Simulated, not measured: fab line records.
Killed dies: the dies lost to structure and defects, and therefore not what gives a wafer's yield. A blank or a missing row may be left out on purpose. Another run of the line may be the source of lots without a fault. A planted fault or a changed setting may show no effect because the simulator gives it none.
Struck lot and sound lot, side by side || flow sky130 || 15 steps out of a route of 708
Sound: wafers L948.1, L948.5, L948.6. The struck wafers were L958.2, L958.3, L958.6. At the end, the cause is stated.
Per side, at each step with rows, come the tool, then ch with its chambers, and then its first start. Under that, the readings that differ: sound wafers || struck wafers || difference of the means || sigmas: that difference in standard deviations of wafers without a fault.
alike: a reading whose means differ by less than 2 such deviations, as well as words and numbers matching on both sides. not compared: withheld readings; readings where some wafer has no value; bounds like >300 that might hide an equal value; numbers whose values overlap and for which the record gives no deviation.
A row with sigmas, a row that says differs or no value, or rows on one side alone: a step with any of these is where the two part. Numbers that have no deviation but don't overlap get no sigmas and don't part them. A reading that every wafer of one side lacks parts them only if that side has two wafers or more.

first, 8 steps without rows for these wafers: SKY_METAL2_DEHYDRATE_07 (time 60 s); SKY_METAL2_HMDS_08 (prime time 60 s); SKY_METAL2_COAT_09 (resist thk 60 nm); SKY_METAL2_COAT_10 (resist thk 450 nm); SKY_METAL2_SOFTBAKE_11 (time 90 s); SKY_METAL2_EXPOSE_12 (exposes mask MM2, target cd 140 nm); SKY_METAL2_PEB_13; SKY_METAL2_DEVELOP_14 (develop time 60 s).
SKY_METAL2_CD_MEAS_15 targets a cd of 140 nm.
  struck on cd_sem-02, day 40 10:50; sound on cd_sem-01, day 37 19:29
  alike: cd_nm
SKY_METAL2_OVL_MEAS_16:
  struck on overlay-01, day 40 10:56; sound on overlay-02, day 37 19:36
  alike: METAL2_OVL
SKY_METAL2_DESCUM_17: chemistry O2, time 8 s.
  sound on rie_metal-02 ch 0,1, day 37 19:38; struck on rie_metal-04 ch 0,1, day 40 10:58
  alike: drypump_motor_current_A, oes_product_au
  not compared: rf_hours_counter_h
SKY_METAL2_ETCH_18: etches BARC in N2/H2, stops on SiO2, time 45.9 s, target depth 60 nm.
  sound on rie_metal-02 ch 0,1, day 37 19:40; struck on rie_metal-04 ch 0,1, day 40 11:00
  alike: bias_w, chamber_pressure_mTorr, drypump_motor_current_A, oes_product_au, throttle_valve_pct
  not compared: rf_hours_counter_h
SKY_METAL2_METAL_ETCH_19: etches the open film in Cl2/BCl3, stops on SiO2, target depth 360 nm, time 78 s.
  sound on rie_metal-02 ch 0,1, day 37 19:44; struck on rie_metal-04 ch 0,1, day 40 11:04
  no value came back on the struck wafers for any of 5 readings (bcl3_flow_sccm (sccm), bias_w (W) and others); on the sound wafers bcl3_flow_sccm (sccm) reads 29.95 30.04 29.96
{"reading": "model.KrF-thick_of_METAL2_COAT_10.thk_nm (nm)", "sound": "158.5 161.2 156.2", "struck": "392.2 391.3 392", "difference": "+233.2", "sigmas": ""}
{"reading": "model.SiO2_of_VIA1_HDPCVD_00.thk_nm (nm)", "sound": "330.9 330.6 330.7", "struck": "342.3 343.5 343.3", "difference": "+12.3", "sigmas": ""}
  not compared: rf_hours_counter_h
SKY_METAL2_STRIP_20: strips in O2/N2.
  sound on plasma_asher-01 ch 0,1, day 37 19:50; struck on plasma_asher-03 ch 0, day 40 11:09
{"reading": "drypump_motor_current_A (A)", "sound": "4.9 5.2 4.8", "struck": "6.2 6.2 6.2", "difference": "+1.2", "sigmas": "+2"}
{"reading": "oes_product_au (a.u.)", "sound": "0.341 0.345 0.344", "struck": "0.445 0.440 0.446", "difference": "+0.100", "sigmas": "+20"}
{"reading": "strip_time_to_endpoint_s (s)", "sound": "2.71 2.72 2.65", "struck": "5.20 5.20 5.18", "difference": "+2.50", "sigmas": "+62"}
  alike: o2_flow_sccm
  not compared: rf_hours_counter_h
then, 1 step without rows for these wafers: SKY_METAL2_STRIP_21 (strips in post etch residue remover, time 1200 s).

WHERE THEY PART
Last at SKY_METAL2_STRIP_20 as far as this record goes, first at SKY_METAL2_METAL_ETCH_19.

WHY: whatever the simulator had introduced
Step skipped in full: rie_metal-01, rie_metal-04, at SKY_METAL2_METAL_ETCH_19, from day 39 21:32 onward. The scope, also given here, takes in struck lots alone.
